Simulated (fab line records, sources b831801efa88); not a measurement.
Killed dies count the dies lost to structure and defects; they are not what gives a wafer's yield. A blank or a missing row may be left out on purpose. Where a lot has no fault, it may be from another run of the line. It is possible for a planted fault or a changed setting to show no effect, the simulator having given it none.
fab line records + flow sky130
record
- lots=15
- wafers=43
- last_day=50
route steps=708 shown VIA2@515
lots with no fault: from the same line, run without faults
start_h: hours from the record's first day to the start of the lot's first wafer shown + wait_h: hours elapsed since this lot's preceding step + " identical to the entry in the row above + L1.1+2: several wafers, shown together as one row + - no value present, or no start provided + * or withheld: withheld + < > ~ a bound
route shown NAME@n: a module of which the file shows steps, and the number in the route of the first + usual: mean/standard deviation taken from wafers without a fault + same: alike in all rows + chamber/n: place in a boat + sites: per-site readings + _std_site: how widely they spread, as a standard deviation + _edge_site: mean of outer sites minus mean of inner sites + radius_mm: for every site, how far away it sits from the centre of the wafer + mask NAME#n: copy n + behind: the most recent tool/chamber to have shaped the wafer + hold: why the lot was held/for how many hours/how that ended + device: names the non-switching transistor (n, p or np) + end of line: the same wafers' tests at the end of the route + a step given without rows: its recipe and nothing more + killed: at the first sort, the dies lost to defects and structure; wafer yield is something else + map: dies across one wafer; x = killed, . = not, _ = none there
set.NAME: the setting as run; set.NAME@STEP: as run at that earlier step + model.NAME: the simulator's own value behind a step, which no gauge read
route steps across a sampled set of lots; one table per step, one row per wafer
## steps
# step SKY_VIA2_SOFTBAKE_08
# recipe
- temp_c=100
- time_s=90
- resist=KrF-thick
# usual
- run_length_s=119.19/0.19
| lot.wafer | tool           | chamber | start_h | wait_h | run_length_s |
|-----------|----------------|---------|---------|--------|--------------|
| L562.4    | litho_track-03 | 0       | 832     | -      | 119.14       |
| L562.5    | "              | 0       | "       | "      | 119.28       |
| L562.6    | "              | 0       | "       | "      | 119.06       |
| L563.1    | litho_track-01 | 0       | 848     | -      | 119.27       |
| L563.4    | "              | 0       | "       | "      | 119.59       |
| L563.5    | "              | 0       | "       | "      | 119.19       |
| L565.1    | litho_track-01 | 0       | 858     | -      | 119.38       |
| L565.3    | "              | 0       | "       | "      | 119.47       |
| L565.5    | "              | 0       | "       | "      | 119.38       |
| L567.2    | litho_track-03 | 0       | 880     | -      | 119.19       |
| L567.4    | "              | 0       | "       | "      | 119.09       |
| L567.5    | "              | 0       | "       | "      | 119.08       |
| L568.1    | litho_track-03 | 0       | 885     | -      | 119.45       |
| L568.3    | "              | 0       | "       | "      | 119.12       |
| L568.5    | "              | 0       | "       | "      | 119.10       |
| L569.2    | litho_track-02 | 0       | 890     | -      | 118.95       |
| L569.3    | "              | 0       | "       | "      | 119.14       |
| L569.4    | "              | 0       | "       | "      | 118.96       |
| L570.3    | litho_track-02 | 0       | 901     | -      | 118.87       |
| L570.4    | "              | 0       | "       | "      | 119.14       |
| L570.6    | "              | 0       | "       | "      | 119.00       |
| L572.2    | litho_track-01 | 0       | 908     | -      | 119.24       |
| L572.3    | "              | 0       | "       | "      | 119.58       |
| L572.6    | "              | 0       | "       | "      | 119.39       |
| L573.2    | litho_track-01 | 0       | 918     | -      | 119.19       |
| L573.3    | "              | 0       | "       | "      | 119.18       |
| L573.4    | "              | 0       | "       | "      | 119.65       |
| L574.2    | litho_track-01 | 0       | 922     | -      | 125.01       |
| L574.3    | "              | 0       | "       | "      | 119.40       |
| L574.4    | "              | 0       | "       | "      | 119.22       |
| L575.1    | litho_track-01 | 0       | 932     | -      | 124.72       |
| L575.3    | "              | 0       | 933     | -      | 119.27       |
| L577.2    | litho_track-01 | 0       | 948     | -      | 124.92       |
| L577.4    | "              | 0       | 949     | -      | 119.31       |
| L583.4    | litho_track-03 | 0       | 989     | -      | 119.03       |
| L583.5    | "              | 0       | "       | "      | 119.24       |
| L583.6    | "              | 0       | "       | "      | 119.21       |
| L584.1    | litho_track-02 | 0       | 994     | -      | 118.88       |
| L584.4    | "              | 0       | 995     | -      | 118.93       |
| L584.6    | "              | 0       | "       | "      | 119.21       |
| L585.1    | litho_track-02 | 0       | 997     | -      | 119.07       |
| L585.4    | "              | 0       | "       | "      | 118.91       |
| L585.6    | "              | 0       | "       | "      | 119.12       |
## key
first_sign
- step=SKY_VIA2_SOFTBAKE_08
- reading=run_length_s
- direction=up
- sigmas=30
- usual=*
- struck=*
effect none on later readings
met_at SKY_VIA2_SOFTBAKE_08
struck_lots L574,L575,L577
struck_wafers L574.2,L575.1,L577.2
onset_between 918 922
fault
- kind=process_parameter_drift
- tool=litho_track-01
- chamber=-
- onset_h=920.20
- steps=SKY_VIA2_SOFTBAKE_08
- channel=time_s
- offset=*
- shape=step
- end_h=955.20
- scope=struck_wafers_only
- acts_in=*
- stated=*
